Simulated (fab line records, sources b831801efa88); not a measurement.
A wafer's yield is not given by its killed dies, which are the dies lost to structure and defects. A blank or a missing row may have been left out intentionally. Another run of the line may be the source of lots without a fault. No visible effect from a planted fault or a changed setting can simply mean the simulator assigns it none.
A struck lot beside a sound one || flow sky130 || 17 steps out of a route of 708
Sound: wafers L965.1, L965.5, L965.6. Wafers struck: L979.1, L979.3, L979.4. Last of all comes the cause.
Order at every step that has rows: each side's tool, ch and its chambers, its first start. Under that, the readings that differ: sound wafers || struck wafers || difference of the means || sigmas: that difference in standard deviations of wafers without a fault.
alike: readings whose means differ by less than 2 such deviations, and words and numbers that are the same on both sides. not compared: withheld readings, readings that some wafer has no value for, bounds like >300 that may hide the same value, and numbers for which the record gives no deviation and whose values overlap.
A row with sigmas, a row that says differs or no value, or rows on one side alone: a step with any of these is where the two part. Numbers that have no deviation but don't overlap get no sigmas and don't part them. A reading missing from all wafers of one side parts the sides only when that side holds two or more wafers.

first, 2 steps without rows for these wafers: SKY_NWELL_IMPLANT_12; SKY_NWELL_IMPLANT_13.
SKY_NWELL_STRIP_14: strips in O2/N2.
  sound on plasma-asher-02 ch 0,1, day 4 20:59; struck on plasma-asher-03 ch 0,1, day 8 08:32
  alike: drypump-motor-current-A, oes-product-au, strip-time-to-endpoint-s
  not compared: rf-hours-counter-h
SKY_NWELL_TW_MEAS_15:
  sound: film-metro-02 at day 4 21:05; struck: film-metro-01 at day 8 08:38
  alike: NWELL_TW
then, 7 steps without rows for these wafers: SKY_NWELL_DEHYDRATE_16 (time 60 s); SKY_NWELL_HMDS_17 (prime time 60 s); SKY_NWELL_COAT_18 (resist thk 3000 nm); SKY_NWELL_SOFTBAKE_19; SKY_NWELL_EXPOSE_20 (exposes mask NWM COMPLEMENT, target cd 840 nm); SKY_NWELL_PEB_21; SKY_NWELL_DEVELOP_22 (develop time 60 s).
SKY_NWELL_OVL_MEAS_23:
  sound: overlay-01 at day 5 15:17; struck: overlay-01 at day 9 04:53
  alike: NWELL_01_OVL
SKY_NWELL_IMPLANT_24:
  sound on implanter-04 ch 0, day 5 15:19; struck on implanter-01 ch 0, day 9 04:55
{"reading": "dose-ions-cm2", "sound": "9.215e+12 9.214e+12 9.193e+12", "struck": "1.4443e+13 1.4442e+13 1.445e+13", "difference": "+5.2377e+12", "sigmas": "+99 or more"}
{"reading": "faraday-current-uA", "sound": "52.1 51.6 51.4", "struck": "82.9 80.3 77.9", "difference": "+28.7", "sigmas": "+29"}
  alike: beam-on-s
SKY_NWELL_STRIP_25: strips in O2/N2.
  sound on plasma-asher-03 ch 0,1, day 5 15:28; struck on plasma-asher-02 ch 0,1, day 9 05:04
  alike: drypump-motor-current-A, oes-product-au, strip-time-to-endpoint-s
  not compared: rf-hours-counter-h
SKY_NWELL_TW_MEAS_26:
  sound: film-metro-02 at day 5 15:34; struck: film-metro-02 at day 9 05:10
{"reading": "NWELL_2_TW", "sound": "485 489 483", "struck": "554 552 551", "difference": "+67", "sigmas": "+7"}
then, 1 step without rows for these wafers: SKY_NWELL_CLEAN_27 (cleans in SC1/SC2, time 150 s).
-- the record jumps here: 41 days lie between the struck wafers' starts before and after (it left off in module NWELL and takes up again in module PAD_OPEN, whose first step shown is number 708 of the route) --
SKY_PAD_OPEN_PROBE_99:
  sound: prober-01 at day 46 12:13; struck: prober-02 at day 49 22:40
{"reading": "model.etest.pfet_16v.r-on-ohm-um", "sound": "1.673e+04 1.667e+04 1.603e+04", "struck": "1.32e+04 1.222e+04 1.244e+04", "difference": -3.86e+03, "sigmas": ""}
{"reading": "model.etest.res-iso-pwell.rs-ohm-sq", "sound": "4168 4088 3737", "struck": "2808 2182 2380", "difference": -1541, "sigmas": ""}
{"reading": "model.etest.res-pwell-under-gate.rs-ohm-sq", "sound": "2294 2310 2303", "struck": "1692 1692 1702", "difference": -607, "sigmas": ""}
{"reading": "model.etest.nfet_16v.r-on-ohm-um", "sound": "1.436e+04 1.433e+04 1.415e+04", "struck": "1.516e+04 1.499e+04 1.489e+04", "difference": "+7.333e+02", "sigmas": ""}
{"reading": "model.etest.res-iso-pwell.line-ohm-um", "sound": "1579 1568 1428", "struck": "1036 814.8 884.9", "difference": -613, "sigmas": ""}
{"reading": "model.etest.tip_n_5v.rs-ohm-sq", "sound": "1400 1382 1385", "struck": "1467 1476 1456", "difference": "+77", "sigmas": ""}
{"reading": "model.etest.pfet_16v.drive-ua-um", "sound": "226.8 228.4 235.1", "struck": "279.5 282.5 285.2", "difference": "+52.3", "sigmas": ""}
{"reading": "model.etest.res-nwell.width-nm (nm)", "sound": "849.8 850 841.7", "struck": "818.3 802.4 810", "difference": -36.9, "sigmas": ""}
  alike: killed_at_M0_to_M3, killed_at_M4_up, killed-at-contacts, killed-at-front-end, killed-at-other, killed-dies, killed-on-rim, killed-open, killed-short

WHERE THEY PART
Earliest at SKY_NWELL_IMPLANT_24; latest, in this record, at SKY_NWELL_TW_MEAS_26. Later steps at which nothing parts them and some readings are alike: SKY_PAD_OPEN_PROBE_99.

WHY: the cause the simulator had injected
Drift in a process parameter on implanter-01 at SKY_NWELL_IMPLANT_24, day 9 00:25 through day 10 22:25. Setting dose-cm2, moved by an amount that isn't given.
